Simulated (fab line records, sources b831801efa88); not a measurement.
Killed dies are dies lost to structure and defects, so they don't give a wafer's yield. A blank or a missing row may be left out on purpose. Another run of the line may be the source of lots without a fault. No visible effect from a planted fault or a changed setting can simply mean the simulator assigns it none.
Chamber matching	flow sky130	SKY_LI_CONTACT_CMP_24 on cmp-01 has 4 sister chambers
The step polishes, stops on PSG, t overpolish 20 s, target thk 0 nm. 16 wafers are shown with their chamber, then 8 later ones without.

## EACH WAFER AND ITS CHAMBER
wafer	chamber	motor-current-A (A)	time-to-endpoint-s (s)	overpolish-run-s (s)
L728.1	2	11.6	97	20.001
L728.4	3	10.1	87	19.999
L728.6	3	9.8	86	19.996
L727.2	1	10.7	92	19.984
L727.3	3	10.0	94	20.004
L727.5	1	10.5	95	19.998
L729.1	1	10.3	88	20.008
L729.5	2	11.0	95	20.002
L729.6	1	11.1	88	20.006
L732.2	3	9.9	90	20.013
L732.4	0	10.6	100	20.004
L732.5	0	10.3	98	19.998
L736.2	1	11.0	90	19.996
L736.3	2	11.5	93	19.990
L736.5	0	10.8	95	20.002
L743.2	1	10.8	95	19.996

SIGNATURES, as means of the wafers listed above
reading	chamber 0	chamber 1	chamber 2	chamber 3	scatter within a chamber
motor-current-A	10.567	10.733	11.367	9.950	0.264
time-to-endpoint-s	97.67	91.33	95.00	89.25	3.04
overpolish-run-s	20.00133	19.99800	19.99767	20.00300	0.00731
Rule: for a wafer and a chamber, the distance is found by dividing, reading by reading, the gap between the wafer's reading and the chamber's mean by the reading's scatter, squaring, summing and taking the root. If the next closest chamber is less than 2 further off than the closest, the wafer can't be placed; otherwise it belongs to the closest. The scatter: take each reading less its chamber's mean, square it, sum over the shown wafers, divide by the number of wafers less the number of chambers, and take the root.

## WAFERS WHOSE CHAMBER IS MISSING
wafer	motor-current-A (A)	time-to-endpoint-s (s)	overpolish-run-s (s)
L743.3	10.4	102	20.006
L743.5	11.7	99	20.004
L746.2	11.5	103	20.003
L746.3	10.8	94	19.996
L746.4	10.4	90	20.014
L750.2	10.8	100	19.986
L750.5	11.9	100	20.011
L750.6	9.9	90	19.998

## CHAMBER TAKEN BY EACH
wafer	from the rows above	in truth
L743.3	0	0
L743.5	2	2
L746.2	can't be placed: 2 or 0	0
L746.3	can't be placed: 1 or 0 or 2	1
L746.4	can't be placed: 3 or 1 or 0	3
L750.2	can't be placed: 0 or 2 or 1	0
L750.5	2	2
L750.6	3	3
Correct placement for 4 of the 8. Cannot be placed on the basis of these rows: 4; the candidates contain the true chamber in 4. 0 placed wrongly.
